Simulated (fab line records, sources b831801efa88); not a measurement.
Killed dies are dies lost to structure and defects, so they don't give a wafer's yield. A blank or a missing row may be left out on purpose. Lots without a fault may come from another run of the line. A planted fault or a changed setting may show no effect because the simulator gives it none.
fab line records | flow sky130
record lots=6 wafers=18 last_day=50
route steps=708 shown LDD_N@241 LDD_P@255 LDD_HVN@267
lots that met no fault: from a run of the same line without faults
start_h: hours from the record's first day to the start of the lot's first wafer shown | wait_h: hours since the lot's step before | " the same as in the row above | L1.1+2: a row that stands for several wafers | - no value, or no start given | * or withheld: withheld | < > ~ a bound
route shown NAME@n: a module of which the file shows steps, and the number in the route of the first | usual: mean/standard deviation of fault-free wafers | same: alike in all rows | chamber/n: place in a boat | sites: the reading at each site | _std_site: their standard deviation | _edge_site: outer sites' mean less inner sites' | radius_mm: how far each site lies from the wafer's centre | mask NAME#n: copy n | behind: the tool/chamber that last shaped the wafer | hold: why the lot was held/for how many hours/how that ended | device: the transistor (n, p or np) that didn't switch | end of line: the same wafers' tests at the end of the route | a step without rows: its recipe alone | killed: dies lost to structure and defects at the first sort, not the wafer's yield | map: a wafer's dies, x killed, . not, _ none there
set.NAME: the setting as run; set.NAME@STEP: as run at that earlier step | model.NAME: the simulator's own value behind a step, which no gauge read
lots at some steps of the route; a table a step, a row a wafer
services: from which hour (start_h, from the record's first day; less than 0 if before it) a tool's chamber was out of use, for how many hours, and why
## steps
# step SKY_LDD_N_EXPOSE_04
# recipe mask_id=NTM target_cd_nm=840 na=0.6 source_shape=conventional sigma_outer=0.6 dose_mj=110
# step SKY_LDD_N_PEB_05
# recipe temp_c=withheld time_s=* resist=NOVOLAK
# step SKY_LDD_N_DEVELOP_06
# recipe develop_time_s=60 dev_temp_c=23
# step SKY_LDD_N_OVL_MEAS_07
# usual LDD_N_OVL=-0.4/1.4
# columns lot.wafer tool chamber start_h wait_h LDD_N_OVL[nm]
L582.1 overlay-01 - 414.14 0.1 -0.7
L582.3 " - " " 0.9
L582.6 " - " " -2.0
L589.1 overlay-01 - 467.84 0.1 -1.4
L589.5 " - " " -2.3
L589.6 " - " " -1.1
L591.2 overlay-01 - 503.14 0.1 -3.2
L591.4 " - " " -3.8
L591.6 " - " " -1.8
L592.1 overlay-02 - 517.79 0.1 -1.5
L592.5 " - " " -2.5
L592.6 " - " " -1.9
L601.2 overlay-02 - 571.56 0.1 0.8
L601.3 " - " " 0.6
L601.4 " - " " 1.4
L603.3 overlay-01 - 587.09 0.1 -0.4
L603.5 " - " " -0.7
L603.6 " - " " -1.7
# step SKY_LDD_N_IMPLANT_08
# recipe species=As energy_kev=20 dose_cm2=7.5e+13 tilt_deg=withheld rotation_deg=23
# step SKY_LDD_N_IMPLANT_09
# recipe species=As energy_kev=20 dose_cm2=7.5e+13 tilt_deg=withheld rotation_deg=113
# step SKY_LDD_N_IMPLANT_10
# recipe species=As energy_kev=20 dose_cm2=7.5e+13 tilt_deg=withheld rotation_deg=203
# step SKY_LDD_N_IMPLANT_11
# recipe species=As energy_kev=20 dose_cm2=7.5e+13 tilt_deg=withheld rotation_deg=293
# step SKY_LDD_N_IMPLANT_12
# recipe species=BF2 energy_kev=50 dose_cm2=5e+12 tilt_deg=30 rotation_deg=0
# step SKY_LDD_N_IMPLANT_13
# recipe species=BF2 energy_kev=50 dose_cm2=5e+12 tilt_deg=30 rotation_deg=90
# step SKY_LDD_N_IMPLANT_14
# recipe species=BF2 energy_kev=50 dose_cm2=5e+12 tilt_deg=30 rotation_deg=180
# step SKY_LDD_N_IMPLANT_15
# recipe species=BF2 energy_kev=50 dose_cm2=5e+12 tilt_deg=30 rotation_deg=270
# step SKY_LDD_N_STRIP_16
# recipe chemistry=O2/N2 power_w=1400 pressure_mtorr=1500 platen_temp_c=withheld o2_flow_sccm=3000 n2_flow_sccm=300 overash_fraction=0.5
# usual chamber_pressure_mTorr=1500.2/1.7 drypump_motor_current_A=5.6/0.3 oes_product_au=0.407/0.0044 strip_time_to_endpoint_s=4.314/0.018
# columns lot.wafer tool chamber start_h wait_h chamber_pressure_mTorr drypump_motor_current_A oes_product_au rf_hours_counter_h strip_time_to_endpoint_s model.NOVOLAK_of_LDD_N_COAT_02.thk_nm
L582.1 plasma_asher-04 1 415.38 0.1 1497.5 5.9 0.405 29 4.300 0
L582.3 " 1 " " 1498.9 5.9 0.407 - 4.313 0
L582.6 " 0 " " 1501.7 5.7 0.402 - 4.314 0
L589.1 plasma_asher-03 1 469.07 0.1 1499.0 5.2 0.402 64 4.284 0
L589.5 " 0 " " 1497.9 5.4 0.409 - 4.298 0
L589.6 " 1 " " 1498.4 5.2 0.404 - 4.310 0
L591.2 plasma_asher-03 1 504.37 0.1 - - - - - 298.6
L591.4 " 1 " " - - - - - 297.6
L591.6 " 1 " " - - - - - 299
L592.1 plasma_asher-04 0 519.02 0.1 - - - - - 297.8
L592.5 " 1 " " - - - - - 298.5
L592.6 " 0 " " - - - - - 297.7
L601.2 plasma_asher-04 0 572.79 0.1 1498.4 5.7 0.412 44 4.351 0
L601.3 " 1 " " 1498.9 5.8 0.412 - 4.325 0
L601.4 " 0 " " 1503.2 5.7 0.404 - 4.316 0
L603.3 plasma_asher-03 0 588.35 0.1 1499.2 5.4 0.400 - 4.325 0
L603.5 " 0 " " 1503.2 5.4 0.412 - 4.326 0
L603.6 " 1 " " 1500.6 5.2 0.405 - 4.330 0
# step SKY_LDD_N_TW_MEAS_17
# usual LDD_N_TW=2584/15
# columns lot.wafer tool chamber start_h wait_h LDD_N_TW
L582.1 film_metro-03 - 415.48 0.1 2600
L582.3 " - " " 2600
L582.6 " - " " 2605
L589.1 film_metro-01 - 469.17 0.1 2599
L589.5 " - " " 2599
L589.6 " - " " 2592
L591.2 film_metro-02 - 504.48 0.1 2578
L591.4 " - " " 2575
L591.6 " - " " 2574
L592.1 film_metro-02 - 519.12 0.1 2572
L592.5 " - " " 2553
L592.6 " - " " 2579
L601.2 film_metro-03 - 572.90 0.1 2605
L601.3 " - " " 2593
L601.4 " - " " 2594
L603.3 film_metro-03 - 588.43 0.1 2595
L603.5 " - " " 2594
L603.6 " - " " 2598
# step SKY_LDD_P_DEHYDRATE_00
# recipe temp_c=200 time_s=60
# step SKY_LDD_P_HMDS_01
# recipe prime_time_s=60 prime_temp_c=120
# step SKY_LDD_P_COAT_02
# recipe resist=NOVOLAK spin_rpm=3000 resist_thk_nm=1140
# step SKY_LDD_P_SOFTBAKE_03
# recipe temp_c=90 time_s=60 resist=NOVOLAK
# step SKY_LDD_P_EXPOSE_04
# recipe mask_id=PSDM na=0.6 source_shape=conventional sigma_outer=0.6 polarization=unpolarized target_cd_nm=380 dose_mj=138
# step SKY_LDD_P_PEB_05
# recipe temp_c=withheld time_s=* resist=NOVOLAK
# step SKY_LDD_P_DEVELOP_06
# recipe resist=NOVOLAK developer=TMAH develop_time_s=60 dev_temp_c=23
# step SKY_LDD_P_CD_MEAS_07
# recipe target_cd_nm=380
# usual cd_nm=380.9/2.8
# columns lot.wafer tool chamber start_h wait_h cd_nm
L582.1 cd_sem-02 - 445.25 0.1 382.5
L582.3 " - " " 383.4
L582.6 " - " " 382.0
L589.1 cd_sem-02 - 499.91 0.1 377.7
L589.5 " - " " 377.9
L589.6 " - " " 376.6
L591.2 cd_sem-01 - 534.61 0.3 379.4
L591.4 " - " " 376.8
L591.6 " - " " 377.3
L592.1 cd_sem-02 - 548.70 0.1 378.7
L592.5 " - " " 381.3
L592.6 " - " " 378.8
L601.2 cd_sem-01 - 602.06 0.1 379.7
L601.3 " - " " 381.5
L601.4 " - " " 380.8
L603.3 cd_sem-01 - 618.04 0.1 386.0
L603.5 " - " " 383.7
L603.6 " - " " 384.6
# step SKY_LDD_P_OVL_MEAS_08
# usual LDD_P_OVL=-1.1/1.2
# columns lot.wafer tool chamber start_h wait_h LDD_P_OVL[nm]
L582.1 overlay-01 - 445.37 0.1 -1.6
L582.3 " - " " -0.4
L582.6 " - " " -1.3
L589.1 overlay-01 - 500.03 0.1 -1.1
L589.5 " - " " -0.4
L589.6 " - " " 0.0
L591.2 overlay-02 - 534.72 0.1 -0.7
L591.4 " - " " -2.6
L591.6 " - " " 0.1
L592.1 overlay-01 - 548.82 0.1 -0.3
L592.5 " - " " -3.0
L592.6 " - " " -2.4
L601.2 overlay-01 - 602.16 0.1 -1.6
L601.3 " - " " -0.7
L601.4 " - " " -2.0
L603.3 overlay-01 - 618.13 0.1 0.2
L603.5 " - " " 0.2
L603.6 " - " " -1.1
# step SKY_LDD_P_IMPLANT_09
# recipe species=BF2 energy_kev=25 dose_cm2=1e+13 tilt_deg=withheld
# step SKY_LDD_P_STRIP_10
# recipe chemistry=O2/N2 power_w=1400 pressure_mtorr=1500 platen_temp_c=withheld o2_flow_sccm=3000 n2_flow_sccm=300 overash_fraction=0.5
# usual chamber_pressure_mTorr=1500.1/1.2 drypump_motor_current_A=5.6/0.31 oes_product_au=0.716/0.0053 strip_time_to_endpoint_s=14.18/0.04
# columns lot.wafer tool chamber start_h wait_h chamber_pressure_mTorr drypump_motor_current_A oes_product_au rf_hours_counter_h strip_time_to_endpoint_s
L582.1 plasma_asher-03 1 445.56 0.1 1498.0 5.2 0.720 62 14.23
L582.3 " 1 " " 1502.4 5.2 0.716 - 14.23
L582.6 " 1 " " 1499.5 5.2 0.717 - 14.23
L589.1 plasma_asher-01 0 500.22 0.1 1499.5 5.3 0.714 7 14.10
L589.5 " 0 " " 1499.8 5.4 0.727 - 14.09
L589.6 " 1 " " 1502.0 5.8 0.719 - 14.15
L591.2 plasma_asher-01 0 534.90 0.1 1498.3 5.3 0.716 11 18.73
L591.4 " 1 " " 1500.1 5.8 0.720 - 18.74
L591.6 " 1 " " 1501.3 5.9 0.711 - 18.71
L592.1 plasma_asher-02 0 549.01 0.1 1501.8 6.1 0.717 84 18.72
L592.5 " 0 " " 1499.9 6.1 0.720 - 18.69
L592.6 " 1 " " 1500.3 5.3 0.720 - 18.74
L601.2 plasma_asher-02 1 602.34 0.1 1501.9 5.4 0.713 90 14.21
L601.3 " 1 " " 1498.3 5.4 0.726 - 14.16
L601.4 " 0 " " 1498.3 6.1 0.706 - 14.14
L603.3 plasma_asher-03 0 618.34 0.1 1501.4 5.4 0.703 - 14.14
L603.5 " 1 " " 1500.0 5.2 0.708 - 14.14
L603.6 " 0 " " 1499.4 5.4 0.711 - 14.12
# step SKY_LDD_P_TW_MEAS_11
# usual LDD_P_TW=636.3/2.9
# columns lot.wafer tool chamber start_h wait_h LDD_P_TW
L582.1 film_metro-03 - 445.66 0.1 637.5
L582.3 " - " " 637.0
L582.6 " - " " 635.3
L589.1 film_metro-01 - 500.32 0.1 636.6
L589.5 " - " " 633.2
L589.6 " - " " 631.6
L591.2 film_metro-04 - 535.01 0.1 30.0
L591.4 " - " " 29.9
L591.6 " - " " 30.1
L592.1 film_metro-04 - 549.11 0.1 29.8
L592.5 " - " " 29.8
L592.6 " - " " 30.0
L601.2 film_metro-04 - 602.45 0.1 633.1
L601.3 " - " " 634.5
L601.4 " - " " 633.1
L603.3 film_metro-01 - 618.43 0.1 636.1
L603.5 " - " " 635.1
L603.6 " - " " 631.2
# step SKY_LDD_HVN_DEHYDRATE_00
# recipe temp_c=200 time_s=60
## services
# columns tool chamber start_h hours kind
plasma_asher-03 - 410.43 0.5 repair
plasma_asher-01 - 421.25 9.0 pm
plasma_asher-01 0 421.25 9.0 vent_cycle
plasma_asher-01 1 421.25 9.0 vent_cycle
plasma_asher-01 0 430.25 - clean
plasma_asher-01 1 430.25 - clean
plasma_asher-04 - 457.94 5.8 repair
plasma_asher-02 - 534.43 1.9 repair
plasma_asher-04 - 557.92 8.3 repair
## key
first_sign step=SKY_LDD_N_STRIP_16 reading=tool_record direction=missing
effect step=SKY_LDD_P_STRIP_10 reading=strip_time_to_endpoint_s direction=up sigmas=99+ usual=* struck=*
effect step=SKY_LDD_P_TW_MEAS_11 reading=LDD_P_TW direction=down sigmas=99+ usual=636.3 struck=29.9
model_effect step=SKY_LDD_N_STRIP_16 value=NOVOLAK_of_LDD_N_COAT_02.thk_nm without=0 struck=298.2
met_at SKY_LDD_N_STRIP_16
struck_wafers L591.2,L591.4,L591.6,L592.1,L592.5,L592.6
sort_left_out L591.2,L591.4,L591.6,L592.1,L592.5,L592.6
tester_left_out L591,L592
onset_between 469.07 504.37
fault kind=skipped_step_whole tool=plasma_asher-03,plasma_asher-04 chamber=- onset_h=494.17 steps=SKY_LDD_N_STRIP_16 scope=struck_lots_only
# tester_left_out: of these lots the tester's yield and bins aren't shown, on N5 and GAA mostly nor the transistor test; their killed dies are dies lost to structure and defects alone, not to doping, threshold or leakage, so they don't give the yield
# sort_left_out: the simulated sort isn't trusted on such a fault, so these wafers' sort isn't shown, and their yield isn't known
